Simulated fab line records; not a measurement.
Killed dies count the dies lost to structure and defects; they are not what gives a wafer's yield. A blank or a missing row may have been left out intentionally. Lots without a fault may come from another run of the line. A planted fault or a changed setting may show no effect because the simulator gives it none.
Lot-split experiment | flow sky130 | on a route of 708 steps: 5 lots, 23 wafers read

ON THE SPLIT
At SKY_VIA3_COAT_07 (resist thk 450 nm), the setting spin_rpm was moved away from the recipe's 3000 rpm on 6 of the 23 wafers read, by -6.2% to -5.9%. All remaining wafers had this setting at the recipe value.

FROM SPLIT TO READING: 1 step shown by the file between the two
- SKY_VIA3_SOFTBAKE_08: time 90 s (also split here: temp_c)

THE READING
KrF-thick_of_VIA3_COAT_07.thk_nm (the simulator's own value, which no gauge read), in nm, at SKY_VIA3_ETCH_15 (etches SiO2 in C4F8/O2/Ar, stops on TiN, target depth 507 nm, time 78 s). The file does not state a usual value for it. The 17 wafers here that ran the recipe average 292.1 nm, standard deviation 3.3 nm.

wafer  | tool, chamber at the split | spin_rpm as run, rpm | against the recipe | KrF-thick_of_VIA3_COAT_07.thk_nm, nm | against lot-mates on the recipe
L074.1 | litho_track-04, 0          | 3000                 | recipe             | 291.9                                | -
L074.4 | litho_track-04, 0          | 3000                 | recipe             | 285.6                                | -
L074.5 | litho_track-04, 0          | 3000                 | recipe             | 293.3                                | -
L078.1 | litho_track-03, 0          | 3000                 | recipe             | 292.7                                | -
L078.2 | litho_track-03, 0          | 3000                 | recipe             | 293.8                                | -
L078.3 | litho_track-03, 0          | 3000                 | recipe             | 286.1                                | -
L078.4 | litho_track-03, 0          | 3000                 | recipe             | 292.3                                | -
L078.5 | litho_track-03, 0          | 3000                 | recipe             | 292.2                                | -
L075.1 | litho_track-04, 0          | 3000                 | recipe             | 296.6                                | -
L075.2 | litho_track-04, 0          | 3000                 | recipe             | 297.5                                | -
L075.3 | litho_track-04, 0          | 3000                 | recipe             | 295.8                                | -
L075.4 | litho_track-04, 0          | 3000                 | recipe             | 293.3                                | -
L075.5 | litho_track-04, 0          | 3000                 | recipe             | 292.9                                | -
L080.1 | litho_track-01, 0          | 3000                 | recipe             | 292.2                                | -
L080.2 | litho_track-01, 0          | 2815                 | -6.2%              | 312                                  | +18.8
L080.3 | litho_track-01, 0          | 2815                 | -6.2%              | 307.1                                | +13.9
L080.5 | litho_track-01, 0          | 3000                 | recipe             | 294.2                                | -
L080.6 | litho_track-01, 0          | 2815                 | -6.2%              | 308.1                                | +14.9
L084.1 | litho_track-04, 0          | 2822                 | -5.9%              | 304.5                                | +16.6
L084.3 | litho_track-04, 0          | 2822                 | -5.9%              | 300.9                                | +12.9
L084.4 | litho_track-04, 0          | 3000                 | recipe             | 288.2                                | -
L084.5 | litho_track-04, 0          | 2822                 | -5.9%              | 297.9                                | +9.9
L084.6 | litho_track-04, 0          | 3000                 | recipe             | 287.7                                | -

THE FIT
A straight line over all 23 wafers: KrF-thick_of_VIA3_COAT_07.thk_nm changes by -2.16 nm for each +1% of spin_rpm; r = -0.84; the points scatter about the line by 3.8 nm.
The same after taking each lot's own level away (the mean of its wafers on the recipe; 23 wafers): -2.4 nm for each +1%; r = -0.94; scatter 2.5 nm.
According to that fit, moving spin_rpm by its largest amount changes the reading by 15 nm.
The lots' own levels span 287.95 to 295.22 nm, that is 2.2 times the standard deviation above.
Hence the slope depends on the lot-to-lot level, as the two fits are not the same.
Check: +14 nm against its lot-mates is what the line predicts for one of the wafers moved furthest among these (-6.2%) when that wafer is left out of the fit. Against them it came out at +18.8 nm.

THE OTHER SPLITS THESE WAFERS WENT THROUGH
These wafers also went through other splits before the reading. Each is held against what the fit with the lots' levels taken away leaves over:
other split on the same wafers | wafers away from the commonest value | r with KrF-thick_of_VIA3_COAT_07.thk_nm (lot level and that fit taken away)
SKY_METAL2_SPUTTER_02 time_s   | 7                                    | +0.10
SKY_METAL2_EXPOSE_12 dose_mj   | 11                                   | +0.05
SKY_VIA2_CVD_21 temp_c         | 6                                    | +0.21
SKY_CAPM_METAL_ETCH_13 icp_w   | 8                                    | -0.09
SKY_VIA3_SOFTBAKE_08 temp_c    | 2                                    | -0.36

THE WHOLE CHAIN: every reading that the file lists as answering this split, in the file's order
step                 | what it does                                                            | reading                                                                           | change (the file's fit)              | r (the file's)
SKY_VIA3_COAT_07     | resist thk 450 nm                                                       | KrF-thick_of_VIA3_COAT_07.thk_nm (the simulator's own value, which no gauge read) | -2.33 nm for each +1% of the setting | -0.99
SKY_VIA3_SOFTBAKE_08 | time 90 s                                                               | KrF-thick_of_VIA3_COAT_07.thk_nm (the simulator's own value, which no gauge read) | -2.22 nm for each +1% of the setting | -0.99
SKY_VIA3_ETCH_15     | etches SiO2 in C4F8/O2/Ar, stops on TiN, target depth 507 nm, time 78 s | KrF-thick_of_VIA3_COAT_07.thk_nm (the simulator's own value, which no gauge read) | -2.4 nm for each +1% of the setting  | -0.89
SKY_VIA3_STRIP_16    | strips in O2/N2                                                         | strip_time_to_endpoint_s                                                          | withheld for each +1% of the setting | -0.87

THE FILE'S OWN FIT
KrF-thick_of_VIA3_COAT_07.thk_nm changes by -2.4 nm for each +1% of spin_rpm, r = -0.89.
